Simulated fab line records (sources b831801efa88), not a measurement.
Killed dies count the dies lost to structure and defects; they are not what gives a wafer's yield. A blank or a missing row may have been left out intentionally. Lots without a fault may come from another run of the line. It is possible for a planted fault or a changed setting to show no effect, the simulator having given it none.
The same fault as seen by 2 desks -- flow gf180mcu -- numbers are kept per desk, each desk with only its own; the story behind them comes last

== FROM THE METROLOGY DESK ==
Lot by lot, what the gauges showed, no matter which tool ran the lot: averages of those sampled wafers that carry a number. Marked OUT: a lot whose mean sits more than 4 standard deviations from the usual mean, which makes it out of limits; the brackets give that distance.
Columns: A = V3_CVD_00_THK at GF_V3_THK_MEAS_01, usual 599 nm
lot,first seen here,A
L316,day 21 21:52,597
L317,day 22 05:31,607
L318,day 22 11:47,608
L320,day 23 06:37,595
L321,day 23 15:23,596
L322,day 24 01:23,604
L323,day 24 10:10,597
L324,day 24 17:32,599
L326,day 25 10:13,509 (-18) OUT
L327,day 25 15:07,508 (-18) OUT
L335,day 27 23:55,591
L336,day 28 11:31,599
L337,day 28 20:17,600
L338,day 29 00:51,598
This desk's result: L326, L327 out of limits, first on L326 (V3_CVD_00_THK at GF_V3_THK_MEAS_01), day 25 10:13. L316, L317, L318, L320, L321, L322, L323, L324, L335, L336, L337, L338: within limits.

== THE TOOL OWNER'S DESK: hdpcvd-02 ==
The tool's own readings at GF_V3_CVD_00 (deposits SiO2, target thk 600 nm, time 100 s): means of the sampled wafers that have a number, for each lot that ran on this tool. Marked OUT: a lot whose mean sits more than 4 standard deviations from the usual mean, which makes it out of limits; the brackets give that distance.
Columns: A = pressureMtorr at GF_V3_CVD_00, usual 6.001 mTorr; B = sih4FlowSccm at GF_V3_CVD_00, usual 60.03 sccm
lot,first seen here,A,B
L316,day 21 21:47,6.010,60.08
L320,day 23 06:32,6.004,60.12
L321,day 23 15:18,6.003,60.13
L322,day 24 01:18,5.994,60.08
L323,day 24 10:05,5.993,59.91
L326,day 25 10:07,6.002,51.01 (-60) OUT
L327,day 25 15:03,6.005,51.06 (-60) OUT
L335,day 27 23:50,6.004,60.10
L336,day 28 11:25,5.993,60.06
L338,day 29 00:47,5.998,60.08
This desk's verdict: out of limits on L326, L327, starting with L326 at day 25 10:07 (sih4FlowSccm at GF_V3_CVD_00). L316, L320, L321, L322, L323, L335, L336, L338: within limits.

== ALL TOGETHER ==
At day 25 10:07, on L326, L327, the tool owner's desk was in a position to raise an alarm.
An alarm was possible from the metrology desk at day 25 10:13, on L326, L327.
All the named lots went through GF_V3_CVD_00 on hdpcvd-02.

== WHAT THE SIMULATOR HAD PUT IN ==
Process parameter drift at GF_V3_CVD_00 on hdpcvd-02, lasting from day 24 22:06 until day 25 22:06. The setting sih4FlowSccm was moved by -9, starting from 60. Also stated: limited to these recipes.
Lots struck among those shown: L326, L327.
Fault start to first reading out of limits, in hours, per desk: tool owner, 12; metrology, 12.
